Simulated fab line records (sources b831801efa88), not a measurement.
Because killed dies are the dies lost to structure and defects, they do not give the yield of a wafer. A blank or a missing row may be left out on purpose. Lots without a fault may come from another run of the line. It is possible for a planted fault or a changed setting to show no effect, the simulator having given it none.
A struck lot beside a sound one || flow sky130 || 43 out of 708 route steps
Sound: the wafers L594.1, L594.3, L594.6. Wafers L604.1, L604.3, L604.4 were the ones struck. At the end, the cause is stated.
For every step that has rows: the tool of each side, followed by ch and its chambers, followed by its first start. Under that, the readings that differ: sound wafers || struck wafers || difference of the means || sigmas: that difference in standard deviations of wafers without a fault.
alike: same words and numbers on both sides, and readings whose means sit less than 2 such deviations apart. not compared: any withheld reading, any reading some wafer has no value for, any bound like >300 that may hide the same value, and any number with overlapping values for which the record gives no deviation.
The two part at a step that has a row with sigmas, a row that says differs or no value, or rows on one side only. When numbers do not overlap yet have no deviation, they are printed without sigmas and do not part them. A reading that every wafer of one side lacks parts them only if that side has two wafers or more.

first, 2 steps without rows for these wafers: SKY_LDD_LDN_PEB_05; SKY_LDD_LDN_DEVELOP_06 (develop time 60 s).
SKY_LDD_LDN_OVL_MEAS_07:
  sound on overlay-01, day 23 16:57; struck on overlay-02, day 27 15:21
  alike: LDD_LDN_OVL
then, 4 steps without rows for these wafers: SKY_LDD_LDN_IMPLANT_08; SKY_LDD_LDN_IMPLANT_09; SKY_LDD_LDN_IMPLANT_10; SKY_LDD_LDN_IMPLANT_11.
SKY_LDD_LDN_STRIP_12: strips in O2/N2.
  sound on plasma asher-04 ch 0,1, day 23 17:35; struck on plasma asher-01 ch 0,1, day 27 15:59
  alike: drypump motor current A, oes product au, strip time to endpoint s
  not compared: rf hours counter h
SKY_LDD_LDN_TW_MEAS_13:
  sound on film metro-03, day 23 17:41; struck on film metro-01, day 27 16:05
  alike: LDD_LDN_TW
then, 2 steps without rows for these wafers: SKY_LDD_LDN_CLEAN_14 (cleans in SC1/SC2, time 150 s); SKY_SPACER_CVD_00 (deposits Si3N4 from DCS/NH3, target thk 43.1 nm, time 740 s).
SKY_SPACER_THK_MEAS_01:
  sound on film metro-02, day 23 19:53; struck on film metro-04, day 27 17:24
  alike: SPACER_CVD_00_THK
SKY_SPACER_ETCHBACK_02: etches Si3N4 in CH3F/O2, stops on SiO2, time 46.7 s, target depth 45 nm.
  sound on rie diel-03 ch 0,1, day 23 19:57; struck on rie diel-03 ch 1,2,3, day 27 17:28
  alike: drypump motor current A, oes product au, throttle valve pct
  not compared: rf hours counter h
then, 8 steps without rows for these wafers: SKY_POLY_CUT_DEHYDRATE_00 (time 60 s); SKY_POLY_CUT_HMDS_01 (prime time 60 s); SKY_POLY_CUT_COAT_02 (resist thk 60 nm); SKY_POLY_CUT_COAT_03 (resist thk 450 nm); SKY_POLY_CUT_SOFTBAKE_04 (time 90 s); SKY_POLY_CUT_EXPOSE_05 (exposes mask NPCM, target cd 270 nm); SKY_POLY_CUT_PEB_06; SKY_POLY_CUT_DEVELOP_07 (develop time 60 s).
SKY_POLY_CUT_CD_MEAS_08 targets a cd of 270 nm.
  sound on cd sem-01, day 25 01:58; struck on cd sem-02, day 28 22:07
  alike: cd nm
SKY_POLY_CUT_OVL_MEAS_09:
  sound on overlay-01, day 25 02:05; struck on overlay-01, day 28 22:14
  alike: POLY_CUT_OVL
SKY_POLY_CUT_ETCH_10: etches BARC in N2/H2, stops on SiO2, time 45.9 s, target depth 60 nm.
  sound on rie diel-03 ch 1, day 25 02:07; struck on rie diel-04 ch 0,1,3, day 28 22:16
  alike: drypump motor current A, oes product au, throttle valve pct
  not compared: rf hours counter h
SKY_POLY_CUT_ETCH_11: etches Si3N4 in CF4/CH2F2/Ar, stops on poly-Si, time 42.5 s, target depth 60 nm.
  sound on rie diel-03 ch 1, day 25 02:14; struck on rie diel-04 ch 0,1,3, day 28 22:19
  alike: drypump motor current A, oes product au, throttle valve pct
  not compared: rf hours counter h
SKY_POLY_CUT_STRIP_12: strips in O2/N2.
  sound on plasma asher-03 ch 0,1, day 25 02:22; struck on plasma asher-04 ch 0,1, day 28 22:21
  alike: drypump motor current A, oes product au, strip time to endpoint s
  not compared: rf hours counter h
then, 7 steps without rows for these wafers: SKY_SD_P_DEHYDRATE_00 (time 60 s); SKY_SD_P_HMDS_01 (prime time 60 s); SKY_SD_P_COAT_02 (resist thk 1140 nm); SKY_SD_P_SOFTBAKE_03 (time 60 s); SKY_SD_P_EXPOSE_04 (exposes mask PSDM, target cd 380 nm); SKY_SD_P_PEB_05; SKY_SD_P_DEVELOP_06 (develop time 60 s).
SKY_SD_P_CD_MEAS_07 targets a cd of 380 nm.
  sound on cd sem-02, day 26 07:07; struck on cd sem-02, day 30 01:42
  alike: cd nm
SKY_SD_P_OVL_MEAS_08:
  sound on overlay-02, day 26 07:14; struck on overlay-01, day 30 01:49
  alike: SD_P_OVL
next, for these wafers, 1 step has no rows: SKY_SD_P_IMPLANT_09.
SKY_SD_P_STRIP_10: strips in O2/N2.
  sound on plasma asher-02 ch 1, day 26 07:25; struck on plasma asher-03 ch 0,1, day 30 02:01
  alike: drypump motor current A, oes product au, strip time to endpoint s
  not compared: rf hours counter h
SKY_SD_P_TW_MEAS_11:
  sound on film metro-04, day 26 07:31; struck on film metro-03, day 30 02:07
  alike: SD_P_TW
then, 4 steps without rows for these wafers: SKY_RES_XHIGH_DEHYDRATE_00 (time 60 s); SKY_RES_XHIGH_HMDS_01 (prime time 60 s); SKY_RES_XHIGH_COAT_02 (resist thk 1140 nm); SKY_RES_XHIGH_SOFTBAKE_03 (time 60 s).
-- the record jumps here: 19 days lie between the struck wafers' starts before and after (it left off in module RES_XHIGH and takes up again in module PAD_OPEN, whose first step shown is number 708 of the route) --
SKY_PAD_OPEN_PROBE_99:
  sound on prober-01, day 46 03:03; struck on prober-01, day 48 18:23
{"reading": "hold", "sound": "- - -", "struck": "await dispo/7.3h/release await dispo/7.3h/release await dispo/7.3h/release", "difference": "no value on the sound wafers", "sigmas": ""}
{"reading": "killed at front end", "sound": "14 11 18", "struck": "84 50 85", "difference": "+59", "sigmas": "+14"}
{"reading": "killed dies", "sound": "93 70 105", "struck": "138 119 143", "difference": "+44", "sigmas": "+5"}
  alike: killed_at_M0_to_M3, killed_at_M4_up, killed at contacts, killed at other, killed open, killed short

WHERE THEY PART
Only at SKY_PAD_OPEN_PROBE_99, within this record.

WHY: what the simulator had put in
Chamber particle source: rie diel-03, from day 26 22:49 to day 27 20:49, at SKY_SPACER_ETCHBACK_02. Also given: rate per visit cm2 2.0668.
